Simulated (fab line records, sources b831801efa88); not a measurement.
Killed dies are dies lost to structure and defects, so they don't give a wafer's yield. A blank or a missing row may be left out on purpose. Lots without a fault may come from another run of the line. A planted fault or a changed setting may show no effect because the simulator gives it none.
A struck lot beside a sound one | flow sky130 | 15 steps out of a route of 708
Sound: wafers L118.2, L118.4, L118.5. Struck: wafers L128.1, L128.3, L128.4. The cause comes at the end.
At each step with rows: each side's tool, then ch and its chambers, then its first start. Under that, the readings that differ: sound wafers | struck wafers | difference of the means | sigmas: that difference in standard deviations of wafers without a fault.
alike: readings whose means differ by less than 2 such deviations, and words and numbers that are the same on both sides. not compared: withheld readings, readings that some wafer has no value for, bounds like >300 that may hide the same value, and numbers for which the record gives no deviation and whose values overlap.
The two part at a step that has a row with sigmas, a row that says differs or no value, or rows on one side only. Numbers that don't overlap but have no deviation are shown without sigmas and don't part them. A reading that every wafer of one side lacks parts them only if that side has two wafers or more.

first, 1 step without rows for these wafers: SKY_VT_ADJUST_PCH_IMPLANT_08.
SKY_VT_ADJUST_PCH_STRIP_09: strips in O2/N2.
  sound on plasma_asher-01 ch 0,1, day 10 16:42; struck on plasma_asher-02 ch 0,1, day 13 16:13
  alike: drypump_motor_current_A, oes_product_au, strip_time_to_endpoint_s
  not compared: rf_hours_counter_h
SKY_VT_ADJUST_PCH_TW_MEAS_10:
  sound on film_metro-03, day 10 16:49; struck on film_metro-01, day 13 16:19
  reading          | sound             | struck            | difference | sigmas
  VT_ADJUST_PCH_TW | 139.5 140.9 140.2 | 145.6 145.2 145.2 | +5.1       | +3
then, 7 steps without rows for these wafers: SKY_SONOS_TUNNEL_DEHYDRATE_00 (time 60 s); SKY_SONOS_TUNNEL_HMDS_01 (prime time 60 s); SKY_SONOS_TUNNEL_COAT_02 (resist thk 1140 nm); SKY_SONOS_TUNNEL_SOFTBAKE_03 (time 60 s); SKY_SONOS_TUNNEL_EXPOSE_04 (exposes mask TUNM, target cd 410 nm); SKY_SONOS_TUNNEL_PEB_05; SKY_SONOS_TUNNEL_DEVELOP_06 (develop time 62.18 s).
SKY_SONOS_TUNNEL_CD_MEAS_07: target cd 410 nm.
  sound on cd_sem-01, day 11 15:45; struck on cd_sem-02, day 14 17:56
  alike: cd_nm
SKY_SONOS_TUNNEL_OVL_MEAS_08:
  sound on overlay-02, day 11 15:52; struck on overlay-01, day 14 18:03
  alike: SONOS_TUNNEL_OVL
SKY_SONOS_TUNNEL_IMPLANT_09:
  sound on implanter-01 ch 0, day 11 15:55; struck on implanter-01 ch 0, day 14 18:14
  reading                   | sound                | struck               | difference | sigmas
  beam_energy_keV           | 19.997 19.999 20.003 | 18.929 18.917 18.922 | -1.077     | -99 or more
  model.implant.rp_nm (nm)  | 65.45 65.45 65.45    | 63.57 63.57 63.57    | -1.88      |
  model.implant.drp_nm (nm) | 28.34 28.34 28.34    | 27.26 27.26 27.26    | -1.08      |
then, 2 steps without rows for these wafers: SKY_SONOS_TUNNEL_WET_ETCH_10 (etches SiO2 in dHF, target depth 14 nm, time 280 s); SKY_PAD_OPEN_PROBE_99.

WHERE THEY PART
First at SKY_VT_ADJUST_PCH_TW_MEAS_10; last, within this record, at SKY_SONOS_TUNNEL_IMPLANT_09.

WHY: what the simulator had put in
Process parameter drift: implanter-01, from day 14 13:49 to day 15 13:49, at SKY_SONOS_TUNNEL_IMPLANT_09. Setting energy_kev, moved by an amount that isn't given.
